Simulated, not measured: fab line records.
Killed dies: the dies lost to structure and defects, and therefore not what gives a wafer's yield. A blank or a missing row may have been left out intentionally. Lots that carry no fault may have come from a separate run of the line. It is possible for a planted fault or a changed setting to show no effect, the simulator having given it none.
Comparing a struck lot with a sound one || flow gf180mcu || 44 steps out of a route of 602
Sound: the wafers L873.4, L873.5, L873.6. Wafers struck: L876.3, L876.4, L876.6. At the end, the cause is stated.
For every step that has rows: the tool of each side, followed by ch and its chambers, followed by its first start. Under that, the readings that differ: sound wafers || struck wafers || difference of the means || sigmas: that difference in standard deviations of wafers without a fault.
alike: words and numbers the same on both sides, and readings whose means are apart by under 2 such deviations; not compared: readings that were withheld, readings missing a value for some wafer, numbers with overlapping values and no deviation given by the record, and bounds like >300 which may hide the same value.
Wherever a step has rows on one side only, a row that says differs or no value, or a row with sigmas, the two part there. Numbers that have no deviation but don't overlap get no sigmas and don't part them. Lack of a reading on every wafer of one side parts them only where that side has two or more wafers.

first, 1 step without rows for these wafers: GF_POLY_GATE_OXIDATION_16 (stabilise 600 s, purge 300 s, target thk 4 nm).
GF_POLY_GATE_THK_MEAS_17:
  struck on film_metro-01, day 10 12:37; sound on film_metro-04, day 9 11:55
  alike: POLY_GATE_OXIDATION_THK
GF_POLY_GATE_CD_MEAS_18:
  struck on cd_sem-02, day 10 12:43; sound on cd_sem-01, day 9 12:02
  alike: cd_nm
then, 7 steps without rows for these wafers: GF_HV_LDD_DEHYDRATE_00 (time 60 s); GF_HV_LDD_HMDS_01 (prime time 60 s); GF_HV_LDD_COAT_02 (resist thk 1000 nm); GF_HV_LDD_SOFTBAKE_03 (time 60 s); GF_HV_LDD_EXPOSE_04 (exposes mask Nplus LV AREA, target cd 400 nm); GF_HV_LDD_PEB_05; GF_HV_LDD_DEVELOP_06 (develop time 60 s).
GF_HV_LDD_CD_MEAS_07: target cd 400 nm.
  struck on cd_sem-02, day 11 06:58; sound on cd_sem-02, day 10 05:34
  alike: cd_nm
GF_HV_LDD_OVL_MEAS_08:
  struck on overlay-01, day 11 07:04; sound on overlay-02, day 10 05:38
  alike: HV_LDD_OVL
GF_HV_LDD_IMPLANT_09:
  sound on implanter-04 ch 0, day 10 05:44; struck on implanter-04 ch 0, day 11 07:28
GF_HV_LDD_STRIP_10: strips in O2/N2.
  sound on plasma_asher-02 ch 0,1, day 10 05:50; struck on plasma_asher-02 ch 0,1, day 11 07:36
  alike: drypump_motor_current_A, heater_power_w, oes_product_au, strip_time_to_endpoint_s
  not compared: rf_hours_counter_h
GF_HV_LDD_TW_MEAS_11:
  struck on film_metro-02, day 11 07:58; sound on film_metro-03, day 10 05:56
{"reading": "HV_LDD_TW", "sound": "2399 2407 2400", "struck": "2917 2918 2933", "difference": "+521", "sigmas": "+17"}
then, 7 steps without rows for these wafers: GF_HV_LDD_DEHYDRATE_12 (time 60 s); GF_HV_LDD_HMDS_13 (prime time 60 s); GF_HV_LDD_COAT_14 (resist thk 1000 nm); GF_HV_LDD_SOFTBAKE_15 (time 60 s); GF_HV_LDD_EXPOSE_16 (exposes mask Pplus LV AREA, target cd 400 nm); GF_HV_LDD_PEB_17; GF_HV_LDD_DEVELOP_18 (develop time 60 s).
GF_HV_LDD_CD_MEAS_19: target cd 400 nm.
  struck on cd_sem-02, day 12 02:10; sound on cd_sem-02, day 10 23:44
  alike: cd_nm
GF_HV_LDD_OVL_MEAS_20:
  struck on overlay-01, day 12 02:16; sound on overlay-01, day 10 23:49
  alike: HV_LDD_01_OVL
following that, these wafers have no rows for 1 step: GF_HV_LDD_IMPLANT_21.
GF_HV_LDD_STRIP_22: strips in O2/N2.
  sound on plasma_asher-02 ch 0,1, day 11 00:01; struck on plasma_asher-02 ch 0,1, day 12 02:28
  alike: drypump_motor_current_A, heater_power_w, oes_product_au, strip_time_to_endpoint_s
  not compared: rf_hours_counter_h
GF_HV_LDD_TW_MEAS_23:
  struck on film_metro-02, day 12 02:33; sound on film_metro-03, day 11 00:07
{"reading": "HV_LDD_2_TW", "sound": "1045 1044 1044", "struck": "1076 1072 1079", "difference": "+31", "sigmas": "+2"}
then, 7 steps without rows for these wafers: GF_HV_LDD_DEHYDRATE_24 (time 60 s); GF_HV_LDD_HMDS_25 (prime time 60 s); GF_HV_LDD_COAT_26 (resist thk 1000 nm); GF_HV_LDD_SOFTBAKE_27 (time 60 s); GF_HV_LDD_EXPOSE_28 (exposes mask Nplus HV AREA, target cd 400 nm); GF_HV_LDD_PEB_29; GF_HV_LDD_DEVELOP_30 (develop time 60 s).
GF_HV_LDD_CD_MEAS_31: target cd 400 nm.
  struck on cd_sem-01, day 12 21:31; sound on cd_sem-02, day 11 19:02
{"reading": "cd_nm (nm)", "sound": "399.6 397.9 395.1", "struck": "404.2 402.1 401.7", "difference": "+5.1", "sigmas": "+2"}
GF_HV_LDD_OVL_MEAS_32:
  struck on overlay-02, day 12 21:37; sound on overlay-01, day 11 19:07
  alike: HV_LDD_02_OVL
then, 4 steps without rows for these wafers: GF_HV_LDD_IMPLANT_33; GF_HV_LDD_IMPLANT_34; GF_HV_LDD_IMPLANT_35; GF_HV_LDD_IMPLANT_36.
GF_HV_LDD_STRIP_37: strips in O2/N2.
  sound on plasma_asher-02 ch 0,1, day 11 19:46; struck on plasma_asher-03 ch 0,1, day 12 22:16
  alike: drypump_motor_current_A, heater_power_w, oes_product_au, strip_time_to_endpoint_s
  not compared: rf_hours_counter_h
GF_HV_LDD_TW_MEAS_38:
  struck on film_metro-04, day 12 22:21; sound on film_metro-03, day 11 19:52
  alike: HV_LDD_3_TW
GF_HV_LDD_RS_MEAS_53: measurement is done with a four-point probe.
  struck on film_metro-02, day 13 19:50; sound on film_metro-03, day 12 15:19
{"reading": "HV_LDD_RS (ohm/sq)", "sound": "418.0 418.5 417.8", "struck": "312.7 313.4 313.0", "difference": -105.1, "sigmas": "-99 or more"}
GF_PASSIVATION_PROBE_99:
  the record holds rows for the sound wafers here (prober-01, day 29 07:11) but none for the struck ones

## WHERE THEY PART
At GF_HV_LDD_TW_MEAS_11 first; at GF_PASSIVATION_PROBE_99 last (within this record only).

WHY: what the simulator had put in
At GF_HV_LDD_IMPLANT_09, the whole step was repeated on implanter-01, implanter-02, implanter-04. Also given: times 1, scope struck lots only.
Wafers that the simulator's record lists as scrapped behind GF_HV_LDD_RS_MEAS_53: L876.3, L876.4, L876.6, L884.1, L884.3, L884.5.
